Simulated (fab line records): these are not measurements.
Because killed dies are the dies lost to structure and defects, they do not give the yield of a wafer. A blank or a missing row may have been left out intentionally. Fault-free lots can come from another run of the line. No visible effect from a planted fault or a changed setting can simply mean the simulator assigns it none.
Comparing a struck lot with a sound one -- flow gf180mcu -- 28 steps out of a route of 602
Sound: wafers L892.3, L892.4, L892.5. Struck: wafer L888.5 (L888.2, L888.4, from the same lot, were not struck and are left out); the cause is given at the end.
Per side, at each step with rows, come the tool, then ch with its chambers, and then its first start. Under that, the readings that differ: sound wafers -- struck wafers -- difference of the means -- sigmas: that difference in standard deviations of wafers without a fault.
alike: readings with means less than 2 such deviations apart, plus words and numbers identical on both sides. not compared: withheld readings, readings lacking a value on some wafer, bounds such as >300 that could conceal the same value, and numbers that have no deviation in the record and whose values overlap.
Wherever a step has rows on one side only, a row that says differs or no value, or a row with sigmas, the two part there. Numbers that have no deviation but don't overlap get no sigmas and don't part them. A reading that every wafer of one side lacks parts them only if that side has two wafers or more.

first, 5 steps without rows for these wafers: GF_CONTACT_STRIP_18 (strips in O2/N2); GF_CONTACT_CLEAN_19 (cleans in SPM); GF_CONTACT_CLEAN_20 (cleans in DIW); GF_CONTACT_CLEAN_21 (cleans in dHF, time 20 s); GF_CONTACT_SPUTTER_22 (material Ti, target thk 15 nm, time 80.02 s).
GF_CONTACT_SPUTTER_23: material TiN, target thk 10 nm, time 40 s.
  sound: pvdSputter-04 at day 20 20:41; struck: pvdSputter-04 at day 19 13:37
reading,sound,struck,difference,sigmas
throttleValvePct (%),31.5 28.1 29.4,32.4,+2.7,+2
then, 1 step without rows for these wafers: GF_CONTACT_CVD_24 (deposits W, target thk 300 nm, time 90.339 s).
GF_CONTACT_RS_MEAS_25: uses a four-point probe to measure.
  sound: filmMetro-04 at day 20 20:52; struck: filmMetro-02 at day 19 13:47
  alike: CONTACT_W_RS
GF_CONTACT_THK_MEAS_26: measures by xrf.
  sound: filmMetro-04 at day 20 20:58; struck: filmMetro-02 at day 19 13:53
  alike: CONTACT_W_THK
GF_CONTACT_CMP_27: polishes, stops on SiO2, t overpolish 15 s, target thk 0 nm.
  sound on cmp-02 ch 0,1,3, day 20 21:01; struck on cmp-01 ch 1, day 19 13:56
reading,sound,struck,difference,sigmas
timeToEndpointS (s),81 83 83,71,-11,-2
  alike: motorCurrentA, overpolishRunS
GF_M1_SPUTTER_00: material Ti, target thk 37.5 nm, time 150 s.
  sound: pvdSputter-01 at day 20 21:19; struck: pvdSputter-03 at day 19 14:14
  alike: throttleValvePct
then, 1 step without rows for these wafers: GF_M1_SPUTTER_01 (material TiN, target thk 30 nm, time 25 s).
GF_M1_SPUTTER_02: material AlCu, target thk 450 nm, time 23.9 s.
  sound: pvdSputter-01 at day 20 21:26; struck: pvdSputter-03 at day 19 14:22
reading,sound,struck,difference,sigmas
model.AlCu_of_M1_SPUTTER_02.thkNm (nm),458.2 455.1 455.6,583.9,+127.6,
  alike: throttleValvePct
GF_M1_SPUTTER_03: material Ti, target thk 10 nm, time 6.7 s.
  sound: pvdSputter-01 at day 20 21:28; struck: pvdSputter-03 at day 19 14:24
  alike: throttleValvePct
GF_M1_SPUTTER_04: material TiN, target thk 50 nm, time 41.7 s.
  sound: pvdSputter-01 at day 20 21:29; struck: pvdSputter-03 at day 19 14:25
  alike: throttleValvePct
GF_M1_RS_MEAS_05: uses a four-point probe to measure.
  sound: filmMetro-03 at day 20 21:34; struck: filmMetro-03 at day 19 14:46
reading,sound,struck,difference,sigmas
M1_ALCU_RS (ohm/sq),0.0683 0.0686 0.0686,0.0533,-0.0152,-21
  not compared: hold
GF_M1_THK_MEAS_06: measures by xrf.
  sound: filmMetro-03 at day 20 21:40; struck: filmMetro-03 at day 19 21:11
reading,sound,struck,difference,sigmas
M1_ALCU_THK (nm),465 462 462,594,+131,+27
  not compared: hold
then, 6 steps without rows for these wafers: GF_M1_HMDS_08 (prime time 60 s); GF_M1_COAT_09 (resist thk 1000 nm); GF_M1_SOFTBAKE_10 (time 60 s); GF_M1_EXPOSE_11 (exposes mask Metal1, target cd 230 nm); GF_M1_PEB_12 (peb time 87.21 s); GF_M1_DEVELOP_13 (develop time 60 s).
GF_M1_CD_MEAS_14: target cd 230 nm.
  sound: cdSem-01 at day 21 21:19; struck: cdSem-01 at day 20 14:53
  alike: cdNm
GF_M1_OVL_MEAS_15:
  sound: overlay-01 at day 21 21:25; struck: overlay-01 at day 20 14:59
  alike: M1_OVL
GF_M1_METAL_ETCH_16: etches the open film in Cl2/BCl3, stops on SiO2, target depth 627.5 nm, time 104.6 s.
  sound on rieMetal-04 ch 0,1, day 21 21:28; struck on rieMetal-02 ch 0, day 20 15:01
reading,sound,struck,difference,sigmas
oesProductAu (a.u.),0.973 0.979 0.974,1.008,+0.033,+5
throttleValvePct (%),28.249 28.243 28.240,28.200,-0.044,-4
  alike: drypumpMotorCurrentA
  not compared: rfHoursCounterH
then, 1 step without rows for these wafers: GF_M1_STRIP_17 (strips in O2/N2).
GF_PASSIVATION_PROBE_99:
  the record holds rows for the sound wafers here (prober-02, day 32 17:11) but none for the struck ones

== WHERE THEY PART ==
First at GF_CONTACT_SPUTTER_23; last, within this record, at GF_PASSIVATION_PROBE_99.

WHY: what had been put in by the simulator
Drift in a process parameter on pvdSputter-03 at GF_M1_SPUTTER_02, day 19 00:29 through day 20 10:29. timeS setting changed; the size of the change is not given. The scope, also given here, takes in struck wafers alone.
